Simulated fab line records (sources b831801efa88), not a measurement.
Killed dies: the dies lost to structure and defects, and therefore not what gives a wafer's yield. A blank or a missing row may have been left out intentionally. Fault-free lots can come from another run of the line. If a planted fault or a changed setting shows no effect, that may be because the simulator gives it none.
8D (eight disciplines) problem report, filled in by code | flow sky130 | the parts of the form that need people (team, actions taken, sign-off) are left out

## 1. WHAT IS WRONG
killed-at-other at SKY_PAD_OPEN_PROBE_99 reads a mean of 473.8 on 6 wafers of 2 lots; wafers without a fault read 0.5 with a standard deviation of 0.68. That is +99 or more standard deviations from the usual mean.
Seen first at day 48 20:55 on prober-01, wafer L881.1. The record holds 33 wafers of 11 lots with a number at this step. Rule for "out" (also "out of limits"): further than 4 standard deviations from the usual mean. The other wafers with a number count as sound.

## 2. WHAT THIS IS AND IS NOT
question                    | is                                                                                                                                                                         | is not
which readings at this step | killed-at-other, defect-limited-yield, killed_at_M0_to_M3, killed-dies, killed-on-rim, killed-open, sort_bin_3_pad_short, sort_bin_5_function, sort-n-pass, sort-yield-pct | killed_at_M4_up
which lots                  | L881, L882                                                                                                                                                                 | L869, L870, L871, L874, L887, L888, L889, L890, L891
which wafers of those lots  | all that have a number                                                                                                                                                     | -
read on which tools         | prober-01, prober-02                                                                                                                                                       | -
when                        | from day 48 20:55                                                                                                                                                          | up to then (12 sound wafers); but 15 sound wafers of L887, L888, L889, L890, L891 came after

## 3. THE SUSPECTS, EACH WITH WHAT RULES IT OUT
Counting: a tool at any process step up to the reading remains a suspect when it ran all the lots that are out and ran no sound lot after the first of those.
- rie-diel-01 at SKY_VIA2_ETCH_14 (etches BARC in N2/H2, stops on SiO2, time 45.9 s, target depth 60 nm): ruled out as a lasting fault. After its first lot that is out, L881 (day 40 05:59), sound lots L888, L889 ran on it.
- plasma-asher-04 at SKY_CAPM_STRIP_14 (strips in O2/N2): ruled out as a lasting fault. After its first lot that is out, L881 (day 41 07:50), sound lots L887, L889, L890, L891 ran on it.
Left after counting: nothing in the record.

## 4. THE CAUSE (what the simulator had put in)
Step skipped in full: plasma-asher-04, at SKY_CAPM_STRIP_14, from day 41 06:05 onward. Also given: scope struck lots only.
It was ruled out by counting, in error; the rule expects a fault to strike all lots run on its tool from its start on, and this fault did not.

## 5. SEQUENCE OF EFFECTS, ordered by route
Rows list readings where the struck wafers' mean (over those with a number) sits beyond 3 standard deviations from the usual. Readings are gone through only where the record gives a usual standard deviation; hours: the median, over the lots, of the time from a lot's start at the first step in this table giving one to that lot's start at this step; sigmas: the change measured in usual standard deviations.
hours | step                  | reading              | usual  | on struck wafers | change | sigmas
0     | SKY_PAD_OPEN_PROBE_99 | defect-limited-yield | 82.1 % | 0.3              | -81.8  | -41
0     | SKY_PAD_OPEN_PROBE_99 | killed_at_M0_to_M3   | 44     | 9                | -35    | -4.5
0     | SKY_PAD_OPEN_PROBE_99 | killed-at-contacts   | 25     | 4                | -21    | -4.2
0     | SKY_PAD_OPEN_PROBE_99 | killed-at-other      | 0.5    | 473.8            | +473.3 | +99 or more
0     | SKY_PAD_OPEN_PROBE_99 | killed-dies          | 88     | 491              | +403   | +41
0     | SKY_PAD_OPEN_PROBE_99 | killed-on-rim        | 17     | 96               | +78    | +20
0     | SKY_PAD_OPEN_PROBE_99 | killed-open          | 48     | 8                | -40    | -5.7
0     | SKY_PAD_OPEN_PROBE_99 | killed-short         | 39     | 8                | -31    | -4.7
0     | SKY_PAD_OPEN_PROBE_99 | sort_bin_3_pad_short | 0.8 %  | 24.6             | +23.8  | +57
0     | SKY_PAD_OPEN_PROBE_99 | sort_bin_5_function  | 10.6 % | 72.6             | +62.0  | +41
0     | SKY_PAD_OPEN_PROBE_99 | sort_bin_6_memory    | 6.5 %  | 2.5              | -4.0   | -3.3
0     | SKY_PAD_OPEN_PROBE_99 | sort-n-pass          | 404    | 1                | -403   | -41
0     | SKY_PAD_OPEN_PROBE_99 | sort-yield-pct       | 82.1 % | 0.3              | -81.8  | -41
It contains these process steps:
- SKY_PAD_OPEN_PROBE_99
Readings that are blank on the struck wafers while sound wafers have them: chamber-pressure-mTorr at SKY_CAPM_STRIP_14; drypump-motor-current-A at SKY_CAPM_STRIP_14; oes-product-au at SKY_CAPM_STRIP_14; strip-time-to-endpoint-s at SKY_CAPM_STRIP_14.

## 6. WHAT WOULD HAVE CAUGHT IT SOONER
The fault began at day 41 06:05; the first out-of-limits reading in this record came at day 48 20:55, 183 hours later.
At SKY_CAPM_STRIP_14 the tool's readings are blank on the struck wafers, where sound wafers have them: an empty tool record is the first sign, and it was there at once.
